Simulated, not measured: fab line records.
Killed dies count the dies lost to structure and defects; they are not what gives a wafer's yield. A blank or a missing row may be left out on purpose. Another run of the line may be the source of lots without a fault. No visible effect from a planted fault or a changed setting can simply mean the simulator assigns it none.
Which tool did it? :: flow sky130 :: 6 lots, 16 wafers sampled, at 3 steps of a route of 708

## WHAT THE GAUGES READ, wafer by wafer
SKY_VIA1_THK_MEAS_01.
lot: L171
measured: day 35 11:07
on: film-metro-02
VIA1_HDPCVD_THK (nm): 1036 1539

lot: L175
measured: day 35 14:35
on: film-metro-04
VIA1_HDPCVD_THK (nm): 1026 1533

lot: L179
measured: day 40 22:18
on: film-metro-03
VIA1_HDPCVD_THK (nm): 1032 1059 1034

lot: L184
measured: day 41 11:23
on: film-metro-03
VIA1_HDPCVD_THK (nm): 1025 1032 1034

lot: L185
measured: day 41 14:23
on: film-metro-02
VIA1_HDPCVD_THK (nm): 1033 1025 1032

lot: L188
measured: day 41 19:34
on: film-metro-02
VIA1_HDPCVD_THK (nm): 1014 1027 1025

## TOOL THAT RAN EACH LOT (tool first, then ch and the chambers of the sampled wafers, then the start)
lot: L171
SKY_SD_N_STRIP_11: plasma-asher-02 ch 0, day 30 14:59
SKY_VIA1_HDPCVD_00: hdpcvd-02 ch 0,1, day 35 11:00

lot: L175
SKY_SD_N_STRIP_11: plasma-asher-01 ch 0, day 30 17:50
SKY_VIA1_HDPCVD_00: hdpcvd-02 ch 0,1, day 35 14:28

lot: L179
SKY_SD_N_STRIP_11: plasma-asher-03 ch 0, day 36 05:49
SKY_VIA1_HDPCVD_00: hdpcvd-01 ch 1,2, day 40 22:11

lot: L184
SKY_SD_N_STRIP_11: plasma-asher-01 ch 0,1, day 36 19:17
SKY_VIA1_HDPCVD_00: hdpcvd-02 ch 0,2, day 41 11:17

lot: L185
SKY_SD_N_STRIP_11: plasma-asher-01 ch 0,1, day 36 23:18
SKY_VIA1_HDPCVD_00: hdpcvd-02 ch 0,2, day 41 14:17

lot: L188
SKY_SD_N_STRIP_11: plasma-asher-02 ch 0,1, day 37 03:09
SKY_VIA1_HDPCVD_00: hdpcvd-01 ch 0,1, day 41 19:27
- SKY_SD_N_STRIP_11: strips in O2/N2.
- SKY_VIA1_HDPCVD_00: deposits SiO2, target thk 1030 nm, time 171.7 s.

## THE ANSWER, worked out from the rows above alone
Rule: the lots themselves supply what counts as usual. The widest of any qualifying gaps counts: lots, ordered by their means at a reading, are off when they make up no more than a third of the lots, leave a main group of 4 or more, and stand apart from it by 3 or more times the standard deviation of that group's means. The tables above print the reading to a certain number of digits; a main group whose means all agree to those digits is not used. A lot without any number at a reading at which 4 lots or more have one is off too. Where the step has rows for the other lots, those lots are counted as sound.
Off: at SKY_VIA1_THK_MEAS_01 (VIA1_HDPCVD_THK), L171, L175. Main group: mean 1031 nm, sd 7.
A tool fits if, at a process step before that reading, it ran every lot that is off, and no sound lot after the first of them. The gauges at SKY_VIA1_THK_MEAS_01 are tried like those tools. None of those tried fits.

## WHAT HAD BEEN PUT IN BY THE SIMULATOR
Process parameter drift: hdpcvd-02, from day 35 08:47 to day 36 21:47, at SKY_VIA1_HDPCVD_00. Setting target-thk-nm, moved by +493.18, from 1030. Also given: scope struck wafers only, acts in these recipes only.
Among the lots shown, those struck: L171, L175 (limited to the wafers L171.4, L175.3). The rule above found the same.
